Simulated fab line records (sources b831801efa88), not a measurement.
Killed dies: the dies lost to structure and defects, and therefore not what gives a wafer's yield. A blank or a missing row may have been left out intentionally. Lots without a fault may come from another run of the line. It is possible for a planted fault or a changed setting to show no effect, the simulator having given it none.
Which tool is to blame? -- flow sky130 -- 12 lots with 36 wafers sampled at 5 steps, on a route of 708 steps

== WHAT EACH GAUGE READ, for each wafer ==
SKY_LDD_P_CD_MEAS_07 targets a cd of 380 nm.
lot,measured,on,cd-nm (nm)
L201,day 18 22:43,cd-sem-02,381.2 379.7 381.0
L202,day 19 03:43,cd-sem-01,381.1 378.0 378.7
L207,day 21 21:06,cd-sem-01,377.0 377.8 381.0
L209,day 22 05:08,cd-sem-01,381.7 383.2 382.2
L210,day 22 11:08,cd-sem-01,378.9 379.6 376.8
L211,day 23 04:48,cd-sem-01,381.1 382.6 381.8
L213,day 23 11:07,cd-sem-01,385.0 387.1 387.5
L214,day 23 18:06,cd-sem-01,380.9 383.4 384.2
L215,day 24 00:14,cd-sem-01,380.0 382.3 381.2
L219,day 25 10:27,cd-sem-02,381.8 382.9 381.6
L222,day 26 07:52,cd-sem-02,377.5 382.1 379.5
L223,day 26 15:10,cd-sem-02,382.1 382.8 382.7

SKY_LDD_HVN_OVL_MEAS_07.
lot,measured,on,LDD_HVN_OVL (nm)
L201,day 20 05:27,overlay-02,-1.8 0.5 1.7
L202,day 20 10:09,overlay-01,-1.5 -0.6 -2.4
L207,day 23 04:17,overlay-02,2.5 1.9 -0.1
L209,day 23 11:08,overlay-01,0.3 -1.4 -1.6
L210,day 23 16:42,overlay-01,0.3 0.7 -0.2
L211,day 24 10:21,overlay-02,-0.4 0.1 1.2
L213,day 24 16:47,overlay-01,-2.2 -0.4 -1.6
L214,day 25 00:21,overlay-02,-1.1 -1.1 -1.3
L215,day 25 05:51,overlay-02,0.7 -0.2 1.4
L219,day 26 16:14,overlay-01,1.1 1.3 0.7
L222,day 27 12:45,overlay-01,0.0 0.9 0.4
L223,day 27 20:06,overlay-02,-0.4 1.4 -1.4

SKY_LDD_HVP_TW_MEAS_10.
lot,measured,on,LDD_HVP_TW
L201,day 21 12:26,film-metro-01,452.5 451.8 449.8
L202,day 21 17:32,film-metro-03,454.1 455.3 455.2
L207,day 24 10:20,film-metro-03,457.8 455.9 458.0
L209,day 24 17:02,film-metro-01,451.5 451.0 451.5
L210,day 24 23:03,film-metro-01,449.0 451.1 450.3
L211,day 25 16:32,film-metro-03,456.4 454.7 457.3
L213,day 25 22:10,film-metro-02,466.5 466.3 464.0 464.0 463.9 465.7
L214,day 26 05:35,film-metro-03,471.5 470.9 470.7 470.9 473.2 470.5
L215,day 26 11:14,film-metro-01,453.7 451.4 451.8
L219,day 27 21:20,film-metro-02,450.7 449.8 449.3
L222,day 28 18:26,film-metro-03,456.2 455.9 456.9
L223,day 29 01:11,film-metro-03,455.8 455.4 455.1

== TOOL THAT RAN EACH LOT (tool first, then ch and the chambers of the sampled wafers, then the start) ==
lot,SKY_RES_PROTECT_STRIP_07,SKY_LDD_HVP_IMPLANT_08
L201,"plasma-asher-03 ch 0,1, day 14 21:44","implanter-04 ch 0, day 21 12:11"
L202,"plasma-asher-01 ch 0,1, day 15 05:34","implanter-04 ch 0, day 21 17:19"
L207,"plasma-asher-02 ch 0,1, day 17 19:29","implanter-01 ch 0, day 24 10:05"
L209,"plasma-asher-03 ch 0,1, day 18 02:02","implanter-01 ch 0, day 24 16:47"
L210,"plasma-asher-02 ch 0,1, day 18 08:40","implanter-01 ch 0, day 24 22:50"
L211,"plasma-asher-03 ch 0,1, day 19 02:14","implanter-03 ch 0, day 25 16:17"
L213,"plasma-asher-03 ch 0,1, day 19 10:14","implanter-01 ch 0, day 25 21:55"
L214,"plasma-asher-03 ch 0,1, day 19 16:50","implanter-01 ch 0, day 26 05:20"
L215,"plasma-asher-03 ch 0,1, day 20 00:43","implanter-03 ch 0, day 26 11:01"
L219,"plasma-asher-02 ch 0,1, day 21 12:35","implanter-03 ch 0, day 27 21:05"
L222,"plasma-asher-02 ch 0,1, day 22 10:17","implanter-01 ch 0, day 28 18:11"
L223,"plasma-asher-01 ch 0,1, day 22 16:27","implanter-04 ch 0, day 29 00:56"
- SKY_RES_PROTECT_STRIP_07: strips in O2/N2.
- SKY_LDD_HVP_IMPLANT_08

== AS READ BY THE TOOLS THEMSELVES (means over the sampled wafers that have a number; for cases with no such wafer, the mark the record gives instead) ==
SKY_RES_PROTECT_STRIP_07.
lot,tool,drypump-motor-current-A (A),oes-product-au (a.u.),strip-time-to-endpoint-s (s)
L201,plasma-asher-03,5.10,0.510,23.22
L202,plasma-asher-01,5.42,0.513,23.28
L207,plasma-asher-02,5.31,0.516,23.26
L209,plasma-asher-03,5.27,0.516,23.32
L210,plasma-asher-02,5.47,0.520,23.27
L211,plasma-asher-03,5.27,0.516,23.27
L213,plasma-asher-03,5.29,0.518,23.30
L214,plasma-asher-03,5.11,0.516,23.33
L215,plasma-asher-03,5.11,0.518,23.30
L219,plasma-asher-02,5.32,0.520,23.24
L222,plasma-asher-02,5.31,0.517,23.26
L223,plasma-asher-01,5.27,0.520,23.28

SKY_LDD_HVP_IMPLANT_08.
lot,tool,beam-on-s (s),end-station-pressure-torr (Torr),faraday-current-uA
L201,implanter-04,9.91,4.95e-06,96.6
L202,implanter-04,10.06,5.02e-06,95.5
L207,implanter-01,9.93,5.05e-06,96.5
L209,implanter-01,9.95,5.11e-06,96.4
L210,implanter-01,10.21,4.72e-06,93.9
L211,implanter-03,10.05,5.04e-06,95.4
L213,implanter-01,11.16,7.26e-05,83.9
L214,implanter-01,11.42,7.11e-05,82.1
L215,implanter-03,9.92,5.05e-06,96.3
L219,implanter-03,10.00,5.27e-06,95.7
L222,implanter-01,10.00,5.13e-06,96.0
L223,implanter-04,9.97,5.04e-06,96.0

== THE ANSWER, worked out from the rows above alone ==
Rule: the lots themselves supply what counts as usual. The widest of any qualifying gaps counts: lots, ordered by their means at a reading, are off when they make up no more than a third of the lots, leave a main group of 4 or more, and stand apart from it by 3 or more times the standard deviation of that group's means. A main group whose means are all the same, to the digits that the tables above print for the reading, isn't used. A lot without any number at a reading at which 4 lots or more have one is off too. Where the step has rows for the other lots, those lots are counted as sound. After the gauges, taken in route order, come the tools' own readings; for these a lot's mean is taken, as printed above. The first step at which some lot is off is used, and at that step the reading that is off furthest; a lot without a number counts as furthest.
Off: L213, L214 (SKY_LDD_HVP_IMPLANT_08, end-station-pressure-torr). The main group has a mean of 5.04e-06 Torr with a standard deviation of 1.3e-07.
If a tool, at that step or one of the process steps before it, ran each lot that is off and ran no sound lot following the first of them, it fits. No candidate that was tried fits.

== WHAT HAD BEEN PUT IN BY THE SIMULATOR ==
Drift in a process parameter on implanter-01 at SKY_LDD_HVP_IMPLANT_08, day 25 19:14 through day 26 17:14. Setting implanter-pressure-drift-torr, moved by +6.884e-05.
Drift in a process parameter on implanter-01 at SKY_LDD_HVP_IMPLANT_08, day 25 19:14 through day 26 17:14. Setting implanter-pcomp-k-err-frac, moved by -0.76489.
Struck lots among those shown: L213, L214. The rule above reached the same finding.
